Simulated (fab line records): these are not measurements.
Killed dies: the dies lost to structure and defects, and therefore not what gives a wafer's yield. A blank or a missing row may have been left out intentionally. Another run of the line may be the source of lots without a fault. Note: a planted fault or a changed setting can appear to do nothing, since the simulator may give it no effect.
A struck lot beside a sound one | flow sky130 | 17 out of 708 route steps
Sound: the wafers L826.1, L826.3, L826.6. Wafers struck: L832.2, L832.4, L832.6. The cause is named last.
Order at every step that has rows: each side's tool, ch and its chambers, its first start. Under that, the readings that differ: sound wafers | struck wafers | difference of the means | sigmas: that difference in standard deviations of wafers without a fault.
alike: readings whose means differ by less than 2 such deviations, and words and numbers that are the same on both sides. not compared: withheld readings, readings that some wafer has no value for, bounds like >300 that may hide the same value, and numbers for which the record gives no deviation and whose values overlap.
The two part at a step that has a row with sigmas, a row that says differs or no value, or rows on one side only. Numbers that have no deviation but don't overlap get no sigmas and don't part them. A reading missing from all wafers of one side parts the sides only when that side holds two or more wafers.

first, 4 steps without rows for these wafers: SKY_LDD_LDN_SOFTBAKE_03 (time 60 s); SKY_LDD_LDN_EXPOSE_04 (exposes mask LDNTM, target cd 700 nm); SKY_LDD_LDN_PEB_05; SKY_LDD_LDN_DEVELOP_06 (develop time 60 s).
SKY_LDD_LDN_OVL_MEAS_07:
  struck on overlay-01, day 25 07:32; sound on overlay-02, day 22 19:38
  alike: LDD_LDN_OVL
then, 4 steps without rows for these wafers: SKY_LDD_LDN_IMPLANT_08; SKY_LDD_LDN_IMPLANT_09; SKY_LDD_LDN_IMPLANT_10; SKY_LDD_LDN_IMPLANT_11.
SKY_LDD_LDN_STRIP_12: strips in O2/N2.
  sound on plasma asher-04 ch 0, day 22 20:17; struck on plasma asher-01 ch 0, day 25 08:10
  alike: drypump motor current A, oes product au, strip time to endpoint s
  not compared: rf hours counter h
SKY_LDD_LDN_TW_MEAS_13:
  struck on film metro-01, day 25 08:17; sound on film metro-02, day 22 20:23
  alike: LDD_LDN_TW
then, 1 step without rows for these wafers: SKY_LDD_LDN_CLEAN_14 (cleans in SC1/SC2, time 150 s).
SKY_SPACER_CVD_00: deposits Si3N4 from DCS/NH3, target thk 43.1 nm, time 740 s.
  sound on lpcvd-02 ch 0, day 22 20:29; struck on lpcvd-02 ch 1, day 25 08:23
  alike: spike tc upper C, zone power centre pct
SKY_SPACER_THK_MEAS_01:
  struck on film metro-03, day 25 09:36; sound on film metro-04, day 22 21:41
  reading                | sound          | struck         | difference | sigmas
  SPACER_CVD_00_THK (nm) | 43.0 42.9 42.8 | 33.2 33.3 32.7 | -9.8       | -21
SKY_SPACER_ETCHBACK_02: etches Si3N4 in CH3F/O2, stops on SiO2, time 46.7 s, target depth 45 nm.
  sound on rie diel-02 ch 0,1,3, day 22 21:45; struck on rie diel-01 ch 0,1,3, day 25 09:39
  reading                | sound                | struck               | difference | sigmas
  oes product au (a.u.)  | 0.853 0.850 0.845    | 0.747 0.741 0.741    | -0.106     | -18
  throttle valve pct (%) | 10.570 10.564 10.553 | 10.538 10.552 10.541 | -0.019     | -2
  alike: drypump motor current A
  not compared: rf hours counter h
then, 1 step without rows for these wafers: SKY_POLY_CUT_DEHYDRATE_00 (time 60 s).
-- a jump in the record: the struck wafers' starts before and after are 22 days apart (it breaks off in module POLY_CUT and resumes in module PAD_OPEN, where the first step shown is number 708 of the route) --
SKY_PAD_OPEN_PROBE_99:
  struck on prober-02, day 47 12:23; sound on prober-02, day 45 21:59
  reading                                           | sound             | struck            | difference | sigmas
  model.etest.pfet_01v8.drive ua um rim less centre | 4.676 6.947 7.666 | 12.43 15.18 14.37 | +7.56      |
  model.etest.pfet_01v8.drive ua um range           | 6.614 10.39 12    | 17.28 18.56 18.48 | +8.44      |
  model.etest.nfet_01v8.drive ua um rim less centre | -1.68 4.672 7.144 | 7.151 14.14 8.547 | +6.567     |
  model.etest.nfet_01v8.drive ua um range           | 13.19 9.482 11.54 | 18.02 16.92 13.42 | +4.72      |
  alike: killed_at_M0_to_M3, killed_at_M4_up, killed at contacts, killed at front end, killed at other, killed dies, killed on rim, killed open, killed short
  not compared: model.etest.pfet_01v8.vt v rim less centre, model.etest.pfet_01v8.vt v range

== WHERE THEY PART ==
First at SKY_SPACER_THK_MEAS_01; last, within this record, at SKY_SPACER_ETCHBACK_02. Later steps at which nothing parts them and some readings are alike: SKY_PAD_OPEN_PROBE_99.

WHY: what had been put in by the simulator
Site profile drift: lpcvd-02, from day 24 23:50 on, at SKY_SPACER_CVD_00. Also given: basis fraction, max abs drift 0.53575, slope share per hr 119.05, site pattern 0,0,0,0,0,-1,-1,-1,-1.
